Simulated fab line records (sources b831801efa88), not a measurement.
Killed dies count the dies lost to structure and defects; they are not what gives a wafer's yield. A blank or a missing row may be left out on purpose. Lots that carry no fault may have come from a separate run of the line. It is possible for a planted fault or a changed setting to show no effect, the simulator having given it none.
fab line records + flow sky130
record
- lots=6
- wafers=18
- lastDay=50
route steps=708 shown FIELD_ISO@31 NWELL@32 DNWELL@35 PWDE@45 PAD_OPEN@708
lots with no fault: from the same line, run without faults
startH: start of the lot's first displayed wafer, in hours after the record's first day + waitH: hours from the lot's prior step to this one + " unchanged from the row above + L1.1+2: a row that stands for several wafers + - no value, or no start given + * or withheld: withheld + < > ~ a bound
route shown NAME@n: a module of which the file shows steps, and the number in the route of the first + usual: mean/standard deviation taken from wafers without a fault + same: alike in all rows + chamber/n: place in a boat + sites: readings site by site + _std_site: the standard deviation of these + _edge_site: outer sites' mean less inner sites' + radiusMm: for every site, how far away it sits from the centre of the wafer + mask NAME#n: copy n + behind: the last tool/chamber to shape the wafer + hold: what put the lot on hold/how long, in hours/how the hold closed + device: the n, p or np transistor that did not switch + end of line: at the end of the route, the tests of the same wafers + for a step that has no rows: nothing shown but its recipe + killed: the dies lost at the first sort to structure and to defects; this is not the yield of the wafer + map: per-die view of a wafer (x killed, . not killed, _ where there is no die)
set.NAME: the run value of the setting; set.NAME@STEP: its run value at that earlier step + model.NAME: the simulator's own value behind a step, which no gauge read
lots seen at some steps along the route; tables by step, rows by wafer
services: the hour from which a tool's chamber was out of use, counted from the record's first day as startH (under 0 if before that day), plus the number of hours and why
## steps
# step SKY_FIELD_ISO_WET_ETCH_30
# recipe
- chemistry=dHF
- targetDepthNm=25
- target=SiO2
- dilution=10:1
- tempC=25
- timeS=50
# step SKY_NWELL_CLEAN_00
# recipe
- chemistry=SC1/SC2
- mix=1:4:20
- tempC=70
- timeS=150
- dry=n2Spin
# step SKY_NWELL_OXIDATION_01
# recipe
- tempC=900
- ambient=O2
- stabiliseS=600
- purgeS=300
- targetThkA=100
- oxTimeS=1418
# step SKY_NWELL_THK_MEAS_02
# recipe
- reads=SiO2_of_NWELL_OXIDATION_01
# usual
- NWELL_OXIDATION_THK=10.01/0.2
| lot.wafer | tool         | chamber | startH | waitH | NWELL_OXIDATION_THK[nm] |
|-----------|--------------|---------|--------|-------|-------------------------|
| L750.1    | filmMetro-01 | -       | 62.52  | 0.0   | 9.77                    |
| L750.4    | "            | -       | "      | "     | 9.87                    |
| L750.6    | "            | -       | "      | "     | 9.97                    |
| L753.3    | filmMetro-01 | -       | 85.96  | 0.0   | 10.10                   |
| L753.4    | "            | -       | "      | "     | 10.20                   |
| L753.6    | "            | -       | "      | "     | 10.19                   |
| L758.2    | filmMetro-01 | -       | 101.73 | 0.0   | 10.09                   |
| L758.3    | "            | -       | "      | "     | 10.09                   |
| L758.5    | "            | -       | "      | "     | 10.16                   |
| L759.2    | filmMetro-02 | -       | 107.57 | 0.0   | 10.06                   |
| L759.3    | "            | -       | "      | "     | 9.96                    |
| L759.5    | "            | -       | "      | "     | 10.22                   |
| L764.1    | filmMetro-04 | -       | 129.84 | 0.0   | 10.15                   |
| L764.2    | "            | -       | "      | "     | 10.34                   |
| L764.5    | "            | -       | "      | "     | 10.17                   |
| L766.2    | filmMetro-01 | -       | 141.47 | 0.0   | 10.02                   |
| L766.5    | "            | -       | "      | "     | 9.87                    |
| L766.6    | "            | -       | "      | "     | 9.96                    |
# step SKY_DNWELL_DEHYDRATE_00
# recipe
- tempC=200
- timeS=60
# step SKY_DNWELL_HMDS_01
# recipe
- primeTimeS=60
- primeTempC=120
# step SKY_DNWELL_COAT_02
# recipe
- spinRpm=2000
- resistThkNm=3000
# step SKY_DNWELL_SOFTBAKE_03
# recipe
- tempC=110
- timeS=withheld
# step SKY_DNWELL_EXPOSE_04
# recipe
- maskId=DNM
- na=0.57
- targetCdNm=3000
- doseMj=222
# step SKY_DNWELL_PEB_05
# recipe
- tempC=115
- timeS=withheld
# step SKY_DNWELL_DEVELOP_06
# recipe
- wallAngleDeg=90
- developer=TMAH
- developTimeS=62.68
- devTempC=23
# step SKY_DNWELL_IMPLANT_07
# recipe
- species=P
- energyKev=withheld
- doseCm2=withheld
- tiltDeg=withheld
# step SKY_DNWELL_STRIP_08
# recipe
- chemistry=O2/N2
- powerW=1400
- pressureMtorr=1500
- platenTempC=withheld
- o2FlowSccm=3000
- n2FlowSccm=300
- overashFraction=0.5
# usual
- drypumpMotorCurrentA=5.7/0.45
- n2FlowSccm=300.1/0.84
- oesProductAu=0.723/0.0046
- stripTimeToEndpointS=36.94/0.11
| lot.wafer | tool           | chamber | startH | waitH | drypumpMotorCurrentA | n2FlowSccm | oesProductAu | rfHoursCounterH | stripTimeToEndpointS |
|-----------|----------------|---------|--------|-------|----------------------|------------|--------------|-----------------|----------------------|
| L750.1    | plasmaAsher-04 | 0       | 77.90  | 0.1   | 6.1                  | 300.6      | 0.723        | 26              | 36.98                |
| L750.4    | "              | 1       | "      | "     | 6.2                  | 299.2      | 0.723        | -               | 37.05                |
| L750.6    | "              | 1       | "      | "     | 6.2                  | 301.1      | 0.714        | -               | 36.99                |
| L753.3    | plasmaAsher-01 | 0       | 103.32 | 0.1   | 5.7                  | 299.6      | 0.722        | -               | 37.01                |
| L753.4    | "              | 1       | "      | "     | 5.0                  | 301.8      | 0.718        | -               | 36.99                |
| L753.6    | "              | 1       | "      | "     | 5.0                  | 301.9      | 0.718        | -               | 37.02                |
| L758.2    | plasmaAsher-01 | 0       | 119.53 | 0.1   | 5.7                  | 299.5      | 0.726        | 44              | 37.03                |
| L758.3    | "              | 0       | "      | "     | 5.8                  | 300.2      | 0.719        | -               | 36.93                |
| L758.5    | "              | 0       | "      | "     | 5.8                  | 299.2      | 0.729        | -               | 36.85                |
| L759.2    | plasmaAsher-04 | 0       | 124.83 | 0.1   | 6.1                  | 300.0      | 0.723        | 31              | 36.92                |
| L759.3    | "              | 0       | "      | "     | 6.1                  | 300.0      | 0.722        | -               | 36.86                |
| L759.5    | "              | 1       | "      | "     | 6.2                  | 298.6      | 0.728        | -               | 36.88                |
| L764.1    | plasmaAsher-01 | 1       | 148.99 | 0.1   | 4.9                  | 300.4      | 0.718        | 47              | 37.02                |
| L764.2    | "              | 0       | "      | "     | 5.7                  | 299.2      | 0.718        | 47              | 36.92                |
| L764.5    | "              | 0       | "      | "     | 5.7                  | 300.8      | 0.730        | -               | 36.90                |
| L766.2    | plasmaAsher-01 | 1       | 160.98 | 0.1   | 4.9                  | 300.9      | 0.720        | 48              | 37.15                |
| L766.5    | "              | 0       | "      | "     | 5.7                  | 301.5      | 0.738        | -               | 36.94                |
| L766.6    | "              | 1       | "      | "     | 4.9                  | 300.1      | 0.726        | -               | 37.12                |
# step SKY_DNWELL_TW_MEAS_09
# usual
- DNWELL_TW=1128/13
| lot.wafer | tool         | chamber | startH | waitH | DNWELL_TW |
|-----------|--------------|---------|--------|-------|-----------|
| L750.1    | filmMetro-01 | -       | 78.00  | 0.1   | 1142      |
| L750.4    | "            | -       | "      | "     | 1140      |
| L750.6    | "            | -       | "      | "     | 1142      |
| L753.3    | filmMetro-02 | -       | 103.40 | 0.1   | 1116      |
| L753.4    | "            | -       | "      | "     | 1118      |
| L753.6    | "            | -       | "      | "     | 1116      |
| L758.2    | filmMetro-02 | -       | 119.64 | 0.1   | 1110      |
| L758.3    | "            | -       | "      | "     | 1110      |
| L758.5    | "            | -       | "      | "     | 1115      |
| L759.2    | filmMetro-02 | -       | 124.94 | 0.1   | 1127      |
| L759.3    | "            | -       | "      | "     | 1124      |
| L759.5    | "            | -       | "      | "     | 1124      |
| L764.1    | filmMetro-01 | -       | 149.09 | 0.1   | 1139      |
| L764.2    | "            | -       | "      | "     | 1145      |
| L764.5    | "            | -       | "      | "     | 1145      |
| L766.2    | filmMetro-02 | -       | 161.09 | 0.1   | 1120      |
| L766.5    | "            | -       | "      | "     | 1123      |
| L766.6    | "            | -       | "      | "     | 1127      |
# step SKY_PWDE_DEHYDRATE_00
# recipe
- tempC=200
- timeS=60
# step SKY_PWDE_HMDS_01
# recipe
- primeTimeS=60
- primeTempC=120
# step SKY_PWDE_COAT_02
# recipe
- spinRpm=2000
- resistThkNm=3000
# step SKY_PWDE_SOFTBAKE_03
# recipe
- tempC=110
- timeS=withheld
# step SKY_PWDE_EXPOSE_04
# recipe
- maskId=PWDEM
- na=0.6
- sourceShape=conventional
- sigmaOuter=0.6
- polarization=unpolarized
- targetCdNm=840
- doseMj=214
# step SKY_PWDE_PEB_05
# recipe
- tempC=115
- timeS=withheld
# step SKY_PWDE_DEVELOP_06
# recipe
- wallAngleDeg=90
- developer=TMAH
- developTimeS=60
- devTempC=23
# step SKY_PWDE_OVL_MEAS_07
# usual
- PWDE_OVL=1.0/1.7
| lot.wafer | tool       | chamber | startH | waitH | PWDE_OVL[nm] |
|-----------|------------|---------|--------|-------|--------------|
| L750.1    | overlay-02 | -       | 93.46  | -     | -0.4         |
| L750.4    | "          | -       | "      | "     | -1.3         |
| L750.6    | "          | -       | "      | "     | -1.0         |
| L753.3    | overlay-01 | -       | 120.83 | -     | 1.1          |
| L753.4    | "          | -       | "      | "     | 1.4          |
| L753.6    | "          | -       | "      | "     | 1.7          |
| L758.2    | overlay-02 | -       | 137.69 | -     | 1.6          |
| L758.3    | "          | -       | "      | "     | -1.6         |
| L758.5    | "          | -       | "      | "     | 3.1          |
| L759.2    | overlay-01 | -       | 143.94 | -     | -0.7         |
| L759.3    | "          | -       | "      | "     | 1.7          |
| L759.5    | "          | -       | "      | "     | 0.8          |
| L764.1    | overlay-01 | -       | 168.55 | -     | 2.4          |
| L764.2    | "          | -       | "      | "     | 2.7          |
| L764.5    | "          | -       | "      | "     | 2.1          |
| L766.2    | overlay-02 | -       | 180.42 | -     | 0.6          |
| L766.5    | "          | -       | "      | "     | -2.9         |
| L766.6    | "          | -       | "      | "     | -0.6         |
# step SKY_PWDE_IMPLANT_08
# recipe
- species=B
- energyKev=150
- doseCm2=3.6e+12
- tiltDeg=withheld
# step SKY_PWDE_STRIP_09
# recipe
- chemistry=O2/N2
- powerW=1400
- pressureMtorr=1500
- platenTempC=withheld
- o2FlowSccm=3000
- n2FlowSccm=300
- overashFraction=0.5
# usual
- drypumpMotorCurrentA=5.8/0.41
- n2FlowSccm=300.0/0.84
- oesProductAu=0.723/0.0045
- stripTimeToEndpointS=36.93/0.099
| lot.wafer | tool           | chamber | startH | waitH | drypumpMotorCurrentA | n2FlowSccm | oesProductAu | rfHoursCounterH | stripTimeToEndpointS |
|-----------|----------------|---------|--------|-------|----------------------|------------|--------------|-----------------|----------------------|
| L750.1    | plasmaAsher-02 | 1       | 93.65  | 0.1   | 5.4                  | 301.2      | 0.728        | 40              | 36.91                |
| L750.4    | "              | 0       | "      | "     | 5.1                  | 300.2      | 0.716        | -               | 36.95                |
| L750.6    | "              | 1       | "      | "     | 5.3                  | 300.5      | 0.728        | -               | 37.04                |
| L753.3    | plasmaAsher-04 | 1       | 121.03 | 0.1   | 6.1                  | 300.9      | 0.722        | -               | 36.98                |
| L753.4    | "              | 0       | "      | "     | 6.1                  | 301.1      | 0.726        | -               | 36.99                |
| L753.6    | "              | 0       | "      | "     | 6.1                  | 300.2      | 0.720        | -               | 37.13                |
| L758.2    | plasmaAsher-03 | 0       | 137.87 | 0.1   | 5.3                  | 299.9      | 0.717        | 2               | 36.88                |
| L758.3    | "              | 1       | "      | "     | 5.9                  | 300.5      | 0.725        | -               | 37.05                |
| L758.5    | "              | 0       | "      | "     | 5.3                  | 300.2      | 0.722        | -               | 36.94                |
| L759.2    | plasmaAsher-03 | 0       | 144.12 | 0.1   | 5.3                  | 299.6      | 0.720        | 3               | 36.82                |
| L759.3    | "              | 1       | "      | "     | 5.9                  | 300.4      | 0.716        | -               | 36.80                |
| L759.5    | "              | 1       | "      | "     | 5.9                  | 300.1      | 0.730        | -               | 36.88                |
| L764.1    | plasmaAsher-03 | 0       | 168.74 | 0.1   | 5.3                  | 299.9      | 0.725        | 5               | 36.98                |
| L764.2    | "              | 1       | "      | "     | 5.9                  | 299.9      | 0.716        | 5               | 36.84                |
| L764.5    | "              | 0       | "      | "     | 5.3                  | 300.5      | 0.725        | -               | 36.98                |
| L766.2    | plasmaAsher-04 | 0       | 180.60 | 0.1   | 6.1                  | 300.7      | 0.726        | 37              | 36.78                |
| L766.5    | "              | 0       | "      | "     | 6.1                  | 300.2      | 0.720        | -               | 36.88                |
| L766.6    | "              | 1       | "      | "     | 6.1                  | 300.8      | 0.714        | -               | 36.82                |
# step SKY_PWDE_TW_MEAS_10
# usual
- PWDE_TW=377/4.8
| lot.wafer | tool         | chamber | startH | waitH | PWDE_TW |
|-----------|--------------|---------|--------|-------|---------|
| L750.1    | filmMetro-01 | -       | 93.75  | 0.1   | 382     |
| L750.4    | "            | -       | "      | "     | 384     |
| L750.6    | "            | -       | "      | "     | 380     |
| L753.3    | filmMetro-02 | -       | 121.12 | 0.1   | 379     |
| L753.4    | "            | -       | "      | "     | 378     |
| L753.6    | "            | -       | "      | "     | 378     |
| L758.2    | filmMetro-04 | -       | 137.98 | 0.1   | 371     |
| L758.3    | "            | -       | "      | "     | 371     |
| L758.5    | "            | -       | "      | "     | 372     |
| L759.2    | filmMetro-04 | -       | 144.23 | 0.1   | 371     |
| L759.3    | "            | -       | "      | "     | 369     |
| L759.5    | "            | -       | "      | "     | 372     |
| L764.1    | filmMetro-04 | -       | 168.85 | 0.1   | 372     |
| L764.2    | "            | -       | "      | "     | 376     |
| L764.5    | "            | -       | "      | "     | 375     |
| L766.2    | filmMetro-04 | -       | 180.71 | 0.1   | 377     |
| L766.5    | "            | -       | "      | "     | 371     |
| L766.6    | "            | -       | "      | "     | 376     |
# step SKY_NWELL_DEHYDRATE_03
# recipe
- tempC=200
- timeS=60
# step SKY_NWELL_HMDS_04
# recipe
- primeTimeS=60
- primeTempC=120
# step SKY_NWELL_COAT_05
# recipe
- spinRpm=2000
- resistThkNm=3000
# step SKY_NWELL_SOFTBAKE_06
# recipe
- tempC=110
- timeS=withheld
# step SKY_NWELL_EXPOSE_07
# recipe
- maskId=NWM
- na=0.6
- sourceShape=conventional
- sigmaOuter=0.6
- polarization=unpolarized
- targetCdNm=840
- doseMj=255
# step SKY_NWELL_PEB_08
# recipe
- tempC=115
- timeS=withheld
# step SKY_NWELL_DEVELOP_09
# recipe
- wallAngleDeg=90
- developer=TMAH
- developTimeS=60
- devTempC=23
# step SKY_NWELL_OVL_MEAS_10
# usual
- NWELL_00_OVL=-0.5/1.4
| lot.wafer | tool       | chamber | startH | waitH | NWELL_00_OVL[nm] |
|-----------|------------|---------|--------|-------|------------------|
| L750.1    | overlay-02 | -       | 111.09 | -     | -2.4             |
| L750.4    | "          | -       | "      | "     | -0.6             |
| L750.6    | "          | -       | "      | "     | -0.3             |
| L753.3    | overlay-02 | -       | 139.98 | -     | -1.6             |
| L753.4    | "          | -       | "      | "     | 1.0              |
| L753.6    | "          | -       | "      | "     | -0.2             |
| L758.2    | overlay-02 | -       | 157.36 | -     | 0.4              |
| L758.3    | "          | -       | "      | "     | 0.7              |
| L758.5    | "          | -       | "      | "     | -1.0             |
| L759.2    | overlay-01 | -       | 163.54 | -     | -1.3             |
| L759.3    | "          | -       | "      | "     | 0.7              |
| L759.5    | "          | -       | "      | "     | 0.9              |
| L764.1    | overlay-01 | -       | 188.60 | -     | 0.5              |
| L764.2    | "          | -       | "      | "     | -0.7             |
| L764.5    | "          | -       | "      | "     | 1.4              |
| L766.2    | overlay-02 | -       | 202.27 | -     | -1.4             |
| L766.5    | "          | -       | "      | "     | -0.6             |
| L766.6    | "          | -       | "      | "     | -2.6             |
# step SKY_NWELL_IMPLANT_11
# recipe
- species=P
- energyKev=400
- doseCm2=1.922e+13
- tiltDeg=withheld
# step SKY_NWELL_IMPLANT_12
# recipe
- species=P
- energyKev=120
- doseCm2=1.3e+12
- tiltDeg=withheld
# step SKY_NWELL_IMPLANT_13
# recipe
- species=P
- energyKev=50
- doseCm2=7e+11
- tiltDeg=withheld
# step SKY_NWELL_STRIP_14
# recipe
- chemistry=O2/N2
- powerW=1400
- pressureMtorr=1500
- platenTempC=withheld
- o2FlowSccm=3000
- n2FlowSccm=300
- overashFraction=0.5
# usual
- drypumpMotorCurrentA=5.5/0.45
- n2FlowSccm=299.9/0.86
- oesProductAu=0.723/0.0044
- stripTimeToEndpointS=36.90/0.086
| lot.wafer | tool           | chamber | startH | waitH | drypumpMotorCurrentA | n2FlowSccm | oesProductAu | rfHoursCounterH | stripTimeToEndpointS |
|-----------|----------------|---------|--------|-------|----------------------|------------|--------------|-----------------|----------------------|
| L750.1    | plasmaAsher-01 | 0       | 111.58 | 0.1   | 5.7                  | 300.9      | 0.716        | 43              | 36.87                |
| L750.4    | "              | 0       | "      | "     | 5.7                  | 299.9      | 0.729        | -               | 36.92                |
| L750.6    | "              | 1       | "      | "     | 4.9                  | 299.6      | 0.725        | -               | 36.84                |
| L753.3    | plasmaAsher-04 | 1       | 140.48 | 0.1   | 6.2                  | 299.9      | 0.726        | -               | 36.64                |
| L753.4    | "              | 0       | "      | "     | 6.1                  | 300.7      | 0.722        | -               | 36.71                |
| L753.6    | "              | 1       | "      | "     | 6.2                  | 301.2      | 0.719        | -               | 36.76                |
| L758.2    | plasmaAsher-04 | 0       | 157.84 | 0.1   | 6.1                  | 300.9      | 0.722        | 34              | 36.81                |
| L758.3    | "              | 1       | "      | "     | 6.2                  | 299.7      | 0.717        | -               | 36.87                |
| L758.5    | "              | 0       | "      | "     | 6.2                  | 300.6      | 0.727        | -               | 36.77                |
| L759.2    | plasmaAsher-01 | 1       | 164.02 | 0.1   | 4.9                  | 300.1      | 0.722        | 48              | 36.86                |
| L759.3    | "              | 1       | "      | "     | 4.9                  | 299.3      | 0.718        | -               | 36.84                |
| L759.5    | "              | 0       | "      | "     | 5.7                  | 299.5      | 0.719        | -               | 36.78                |
| L764.1    | plasmaAsher-01 | 1       | 189.09 | 0.1   | 4.9                  | 300.5      | 0.725        | 51              | 37.00                |
| L764.2    | "              | 0       | "      | "     | 5.7                  | 299.8      | 0.725        | 51              | 36.96                |
| L764.5    | "              | 1       | "      | "     | 4.9                  | 299.9      | 0.726        | -               | 36.94                |
| L766.2    | plasmaAsher-01 | 1       | 202.75 | 0.1   | 4.9                  | 302.0      | 0.729        | 52              | 36.82                |
| L766.5    | "              | 1       | "      | "     | 5.0                  | 299.6      | 0.722        | -               | 36.90                |
| L766.6    | "              | 0       | "      | "     | 5.8                  | 298.6      | 0.719        | -               | 36.88                |
# step SKY_NWELL_TW_MEAS_15
# usual
- NWELL_TW=1850/24
| lot.wafer | tool         | chamber | startH | waitH | NWELL_TW |
|-----------|--------------|---------|--------|-------|----------|
| L750.1    | filmMetro-01 | -       | 111.68 | 0.1   | 1872     |
| L750.4    | "            | -       | "      | "     | 1873     |
| L750.6    | "            | -       | "      | "     | 1866     |
| L753.3    | filmMetro-01 | -       | 140.57 | 0.1   | 1876     |
| L753.4    | "            | -       | "      | "     | 1884     |
| L753.6    | "            | -       | "      | "     | 1891     |
| L758.2    | filmMetro-01 | -       | 157.95 | 0.1   | 1866     |
| L758.3    | "            | -       | "      | "     | 1859     |
| L758.5    | "            | -       | "      | "     | 1852     |
| L759.2    | filmMetro-01 | -       | 164.13 | 0.1   | 1870     |
| L759.3    | "            | -       | "      | "     | 1866     |
| L759.5    | "            | -       | "      | "     | 1865     |
| L764.1    | filmMetro-01 | -       | 189.19 | 0.1   | 1874     |
| L764.2    | "            | -       | "      | "     | 1877     |
| L764.5    | "            | -       | "      | "     | 1871     |
| L766.2    | filmMetro-02 | -       | 202.86 | 0.1   | 1834     |
| L766.5    | "            | -       | "      | "     | 1849     |
| L766.6    | "            | -       | "      | "     | 1846     |
# step SKY_NWELL_DEHYDRATE_16
# recipe
- tempC=200
- timeS=60
# step SKY_NWELL_HMDS_17
# recipe
- primeTimeS=60
- primeTempC=120
# step SKY_NWELL_COAT_18
# recipe
- spinRpm=2000
- resistThkNm=3000
# step SKY_NWELL_SOFTBAKE_19
# recipe
- tempC=110
- timeS=withheld
# step SKY_PAD_OPEN_PROBE_99
# usual
- killed_at_M0_to_M3=44/7.4
- killed_at_M4_up=3.2/2
- killedAtContacts=24/5.1
- killedAtFrontEnd=15/4.8
- killedAtOther=0.2/0.46
- killedDies=86/10
- killedOpen=47/7.5
- killedShort=39/7
# same
- grossDies=492
- killedAtBackSide=0
| lot.wafer | tool      | chamber | startH  | waitH | killed_at_M0_to_M3 | killed_at_M4_up | killedAtContacts | killedAtFrontEnd | killedAtOther | killedDies | killedOpen | killedShort |
|-----------|-----------|---------|---------|-------|--------------------|-----------------|------------------|------------------|---------------|------------|------------|-------------|
| L753.3    | prober-01 | -       | 1133.89 | 0.2   | 37                 | 9               | 20               | 20               | 0             | 86         | 46         | 40          |
| L753.4    | prober-01 | -       | 1133.94 | 0.2   | 38                 | 3               | 23               | 20               | 0             | 84         | 44         | 40          |
| L753.6    | prober-01 | -       | 1134.04 | 0.2   | 34                 | 6               | 19               | 7                | 0             | 66         | 35         | 31          |
| L764.1    | prober-01 | -       | 1174.72 | 0.1   | 57                 | 3               | 18               | 46               | 1             | 125        | 50         | 47          |
| L764.2    | prober-01 | -       | 1174.77 | 0.1   | 42                 | 6               | 16               | 25               | 0             | 89         | 40         | 32          |
| L764.5    | prober-01 | -       | 1174.92 | 0.2   | 48                 | 2               | 22               | 41               | 1             | 114        | 50         | 38          |
| L766.2    | prober-01 | -       | 1190.22 | 0.1   | 50                 | 3               | 24               | 39               | 0             | 116        | 52         | 37          |
| L766.5    | prober-01 | -       | 1190.37 | 0.2   | 42                 | 1               | 20               | 26               | 0             | 89         | 44         | 25          |
| L766.6    | prober-01 | -       | 1190.42 | 0.2   | 43                 | 6               | 18               | 40               | 0             | 107        | 32         | 47          |
# killed by level:class
L753.3 VIA1:geometricParticle:open=7 LI_CONTACT:geometricParticle:open=7 METAL4:geometricParticle:short=7 POLY_GATE:geometricParticle:open=6 VIA3:geometricParticle:open=6 FIELD_ISO:geometricParticle:open=5 VIA2:geometricParticle:open=5 CONTACT:geometricParticle:short=4
L753.4 FIELD_ISO:geometricParticle:open=10 VIA1:geometricParticle:open=7 CONTACT:geometricParticle:short=6 VIA2:geometricParticle:open=6 VIA3:geometricParticle:open=6 LOCAL_INTERCONNECT:geometricParticle:short=5 CONTACT:geometricParticle:open=5 METAL1:geometricParticle:short=5
L753.6 VIA1:geometricParticle:open=8 VIA2:geometricParticle:open=8 CONTACT:geometricParticle:open=5 METAL1:geometricParticle:short=5 METAL4:geometricParticle:short=4 LI_CONTACT:geometricParticle:open=3 LI_CONTACT:geometricParticle:short=3 LOCAL_INTERCONNECT:geometricParticle:short=3
L764.1 DNWELL:unspecified=28 VIA1:geometricParticle:open=13 CONTACT:geometricParticle:open=10 VIA2:geometricParticle:short=8 VIA2:geometricParticle:open=7 VIA3:geometricParticle:open=7 VIA3:geometricParticle:short=6 FIELD_ISO:geometricParticle:open=5
L764.2 DNWELL:unspecified=17 VIA1:geometricParticle:open=9 LI_CONTACT:geometricParticle:open=5 METAL2:geometricParticle:short=5 VIA2:geometricParticle:open=5 VIA3:geometricParticle:open=5 VIA3:geometricParticle:short=5 CONTACT:geometricParticle:open=4
L764.5 DNWELL:unspecified=26 VIA1:geometricParticle:open=11 VIA3:geometricParticle:open=9 CONTACT:geometricParticle:open=7 FIELD_ISO:geometricParticle:open=6 LOCAL_INTERCONNECT:geometricParticle:short=6 LI_CONTACT:geometricParticle:open=5 METAL3:geometricParticle:short=5
L766.2 DNWELL:unspecified=27 VIA1:geometricParticle:open=14 CONTACT:geometricParticle:open=9 VIA2:geometricParticle:open=8 METAL1:geometricParticle:short=7 CONTACT:geometricParticle:short=5 FIELD_ISO:geometricParticle:open=4 VIA2:geometricParticle:short=4
L766.5 DNWELL:unspecified=20 VIA1:geometricParticle:open=10 VIA2:geometricParticle:open=8 VIA3:geometricParticle:open=8 CONTACT:geometricParticle:open=7 LOCAL_INTERCONNECT:geometricParticle:short=4 VIA3:geometricParticle:short=4 FIELD_ISO:geometricParticle:short=3
L766.6 DNWELL:unspecified=28 VIA2:geometricParticle:open=8 CONTACT:geometricParticle:short=7 VIA3:geometricParticle:open=6 FIELD_ISO:geometricParticle:short=5 METAL2:geometricParticle:short=5 METAL1:geometricParticle:short=5 METAL4:geometricParticle:short=5
# map L764.1 (x killed, . not)
__________.x...x...._________
________.x.........x.x_______
______...x..x.x.......x._____
_____.x.......x....xx....____
____x......xx............x___
___......x....x...x...x....__
__.xx.xx............x.x....._
_..x..x...x.x..x.........x...
_.....x...............x..x..x
_...x..................x..x.x
_.x..x.......x......x........
_........x.x.x.x...x..xx.....
_....x.......x........x....x.
_..x..x.....x...xx....x.x....
_..........x.x..........x....
__...xx..........x.xxx....xx_
___.xx.x.......x.x.....x.x.__
____.xxx......xx.xx...xx..___
_____x....x.xxx.......xx.____
______x.x.xxx.xx...x...._____
________.xxxxxxxxxx..._______
__________xxxxxxxxxx_________
# map L766.2 (x killed, . not)
__________.........x_________
________x...x...x....._______
______...............x.._____
_____x.x....x............____
____..x..x.........x.x.x..___
___....x..........x....x..x__
__.....x.......x...x....x.x._
_x.......x.........x.........
_.xx........x...x...x..xx...x
_........x......x.......x..x.
_x...xx.............xx.x.....
_...x..x..x...x......x.......
_............x..x.x.....x....
_.....x..x........xx...x....x
_.x.x....x.xx..x..x..........
__.....xx.............x...x._
___.x..x.x.xxx.xx..x.......__
____......xxx..x..........___
_____.xx..x..x..x........____
______..xxxxxxxxxx....xx_____
________.xxxxxxxxx...._______
__________xxxxxxxx.._________
## services
| tool           | chamber | startH | hours | kind      |
|----------------|---------|--------|-------|-----------|
| plasmaAsher-01 | -       | 79.77  | 2.8   | pm        |
| plasmaAsher-02 | -       | 98.71  | 0.9   | repair    |
| plasmaAsher-03 | -       | 108.75 | 9.0   | pm        |
| plasmaAsher-03 | 0       | 108.75 | 9.0   | ventCycle |
| plasmaAsher-03 | 1       | 108.75 | 9.0   | ventCycle |
| plasmaAsher-03 | -       | 109.89 | 1.5   | repair    |
| plasmaAsher-03 | 0       | 117.75 | -     | clean     |
| plasmaAsher-03 | 1       | 117.75 | -     | clean     |
| plasmaAsher-01 | -       | 137.26 | 1.7   | repair    |
## key
firstSign
- step=SKY_PAD_OPEN_PROBE_99
- reading=killedAtFrontEnd
- direction=up
- sigmas=4.4
- usual=15
- struck=36
effect
- step=SKY_PAD_OPEN_PROBE_99
- reading=killedDies
- direction=up
- sigmas=2
- usual=86
- struck=107
- wafersMoved=4
metAt SKY_DNWELL_STRIP_08
struckWafers L764.1,L764.2,L764.5,L766.2,L766.5,L766.6
testerLeftOut L764,L766
onsetBetween 119.53 148.99
alsoFits time
fault
- kind=chamberParticleSource
- tool=plasmaAsher-01
- chamber=-
- onsetH=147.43
- steps=SKY_DNWELL_STRIP_08
- ratePerVisitCm2=0.56678
- endH=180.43
# testerLeftOut: of these lots the tester's yield and bins aren't shown, on N5 and GAA mostly nor the transistor test; their killed dies are dies lost to structure and defects alone, not to doping, threshold or leakage, so they don't give the yield
